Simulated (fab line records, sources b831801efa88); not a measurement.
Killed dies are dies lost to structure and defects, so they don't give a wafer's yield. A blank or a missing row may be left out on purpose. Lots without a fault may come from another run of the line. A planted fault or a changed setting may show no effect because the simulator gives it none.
Which tool did it? | flow gf180mcu | 6 lots, 18 wafers sampled, at 2 steps of a route of 602

WHAT THE GAUGES READ, wafer by wafer
GF_CONTACT_THK_MEAS_03.
lot  | measured     | on            | CONTACT_CVD_02_THK (nm)
L766 | day 15 09:38 | film_metro-04 | 843 852 856
L770 | day 16 20:20 | film_metro-03 | 848 869 862
L776 | day 18 20:13 | film_metro-03 | 857 856 1358
L783 | day 22 00:46 | film_metro-03 | 842 850 859
L785 | day 22 16:19 | film_metro-03 | 856 853 833
L787 | day 23 09:17 | film_metro-01 | 861 858 869

WHICH TOOL RAN EACH LOT (tool, then ch and the chambers of the sampled wafers, then the start)
lot  | GF_CONTACT_CVD_02
L766 | pecvd-01 ch 0,1,2, day 15 09:34
L770 | pecvd-01 ch 0,2, day 16 20:14
L776 | pecvd-02 ch 0,1,2, day 18 20:08
L783 | pecvd-04 ch 0,1, day 22 00:41
L785 | pecvd-01 ch 0,1,2, day 22 16:14
L787 | pecvd-02 ch 1,2, day 23 09:13
- GF_CONTACT_CVD_02: deposits SiO2 from TEOS, target thk 860 nm, time 95.992 s.

THE ANSWER, worked out from the rows above alone
Rule: what is usual is taken from the lots themselves. Put in order of their means at a reading, lots are off if they are a third of the lots or fewer, leave a main group of 4 or more, and stand apart from it by a gap of 3 or more times the standard deviation of the main group's means; of several such gaps the widest counts. A main group whose means are all the same, to the digits that the tables above print for the reading, isn't used. A lot without any number at a reading at which 4 lots or more have one is off too. The other lots that the step has rows for count as sound.
Off: L776, at GF_CONTACT_THK_MEAS_03 (CONTACT_CVD_02_THK). The main group: mean 854 nm, standard deviation 6.
A tool fits if, at a process step before that reading, it ran every lot that is off, and no sound lot after the first of them. The gauges at GF_CONTACT_THK_MEAS_03 are tried like those tools. None of those tried fits.

WHAT THE SIMULATOR HAD PUT IN
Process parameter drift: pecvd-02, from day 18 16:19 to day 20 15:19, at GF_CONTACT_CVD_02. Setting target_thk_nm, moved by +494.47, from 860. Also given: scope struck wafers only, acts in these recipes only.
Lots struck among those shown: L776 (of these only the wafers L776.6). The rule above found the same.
